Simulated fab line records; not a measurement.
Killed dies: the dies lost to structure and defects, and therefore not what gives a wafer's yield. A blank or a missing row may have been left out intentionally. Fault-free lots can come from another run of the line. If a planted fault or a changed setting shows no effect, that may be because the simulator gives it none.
Which of the tools did it?    flow gf180mcu    14 lots with 42 wafers sampled at 2 steps, on a route of 602 steps

== WHAT THE GAUGES SHOWED, per wafer ==
GF_M3_OVL_MEAS_15. Usual: M3_OVL gives -2 nm (standard deviation 6).
lot   measured      on          M3_OVL (nm)  flag
L538  day 22 01:26  overlay-01  -1 -2 -6     
L539  day 22 01:47  overlay-02  -9 -9 -14    
L540  day 22 13:32  overlay-02  3 3 1        
L541  day 22 19:56  overlay-01  3 3 6        
L545  day 23 23:20  overlay-01  2 -1 3       
L546  day 24 11:39  overlay-02  -5 -9 -4     
L547  day 25 05:56  overlay-01  -8 6 -3      
L548  day 25 07:24  overlay-02  -8 -9 0      
L549  day 25 11:41  overlay-01  -14 -6 -8    
L550  day 25 20:23  overlay-02  -4 0 -7      
L551  day 26 05:23  overlay-01  -3 -4 -5     
L552  day 26 11:11  overlay-02  -7 5 -1      
L553  day 26 13:26  overlay-01  5 2 1        
L555  day 27 05:23  overlay-01  4 4 5        

== TOOL THAT RAN EACH LOT (tool first, then ch and the chambers of the sampled wafers, then the start) ==
lot   GF_DNWELL_IMPLANT_07
L538  implanter-03 ch 0, day 3 02:47
L539  implanter-04 ch 0, day 3 02:57
L540  implanter-03 ch 0, day 3 09:49
L541  implanter-04 ch 0, day 3 15:55
L545  implanter-03 ch 0, day 4 07:39
L546  implanter-02 ch 0, day 4 15:36
L547  implanter-04 ch 0, day 5 02:03
L548  implanter-02 ch 0, day 5 02:25
L549  implanter-04 ch 0, day 5 06:54
L550  implanter-04 ch 0, day 5 13:24
L551  implanter-04 ch 0, day 5 19:50
L552  implanter-04 ch 0, day 6 01:06
L553  implanter-03 ch 0, day 6 01:57
L555  implanter-02 ch 0, day 6 12:26
- GF_DNWELL_IMPLANT_07

== AS READ BY THE TOOLS THEMSELVES (means over the sampled wafers that have a number; for cases with no such wafer, the mark the record gives instead) ==
GF_DNWELL_IMPLANT_07. Usual: beam_on_s 10.03 s, standard deviation 0.21; end_station_pressure_torr 5.07e-06 Torr, standard deviation 2.7e-07; faraday_current_uA 56.2, standard deviation 1.2; tilt_deg -0.002 degrees, standard deviation 0.019.
lot   tool          beam_on_s (s)  end_station_pressure_torr (Torr)  faraday_current_uA  tilt_deg (degrees)  flag
L538  implanter-03  10.13          5.17e-06                          55.7                -0.006              
L539  implanter-04  9.87           5.41e-06                          57.1                0.004               
L540  implanter-03  9.93           4.90e-06                          56.6                0.003               
L541  implanter-04  10.10          5.13e-06                          55.7                0.007               
L545  implanter-03  10.10          5.03e-06                          55.9                0.015               
L546  implanter-02  9.95           4.95e-06                          56.5                -0.012              
L547  implanter-04  10.05          5.17e-06                          56.2                -0.014              
L548  implanter-02  10.11          5.27e-06                          56.1                0.005               
L549  implanter-04  9.95           5.11e-06                          56.7                -0.001              
L550  implanter-04  10.18          5.09e-06                          55.4                -0.002              
L551  implanter-04  12.11          1.00e-04                          47.0                -0.014              OFF
L552  implanter-04  12.04          1.02e-04                          47.3                -0.004              OFF
L553  implanter-03  10.14          4.72e-06                          55.8                -0.021              
L555  implanter-02  10.21          5.09e-06                          55.3                -0.006              

== THE ANSWER, worked out from the rows above alone ==
Rule: take the mean of a lot's wafers that have a number; if it is more than 3 standard deviations from the usual mean, the lot is off. Also off: a lot with no number at a reading for which 4 or more lots have one. All remaining lots with rows at the step are treated as sound. After the gauges, taken in route order, come the tools' own readings; for these a lot's mean is taken, as printed above. At the first step where some lot is off, the reading lying furthest off is the one used; lots without a number count as furthest.
Off: L551, L552, at GF_DNWELL_IMPLANT_07 (end_station_pressure_torr).
A tool fits if, at that step or a process step before it, it ran every lot that is off, and no sound lot after the first of them. One candidate fits, namely implanter-04 at GF_DNWELL_IMPLANT_07. Its last sound lot is L550 (day 5 13:24), its first lot that is off L551 (day 5 19:50): a fault that began between those two fits.
The tool's own readings at GF_DNWELL_IMPLANT_07 bear it out: on the lots that are off they differ by more than 5 times the standard deviation of the sound lots' means. beam_on_s reads 12.07 s there against 10.06 s on the sound lots; end_station_pressure_torr reads 1.01e-04 Torr there against 5.09e-06 Torr on the sound lots; faraday_current_uA reads 47.1 there against 56.1 on the sound lots.

== WHAT HAD BEEN PUT IN BY THE SIMULATOR ==
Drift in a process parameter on implanter-04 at GF_DNWELL_IMPLANT_07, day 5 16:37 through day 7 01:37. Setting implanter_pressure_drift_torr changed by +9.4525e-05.
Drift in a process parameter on implanter-04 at GF_DNWELL_IMPLANT_07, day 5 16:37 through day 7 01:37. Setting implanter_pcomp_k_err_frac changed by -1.
Struck lots among those shown: L551, L552. The rule above reached the same finding.
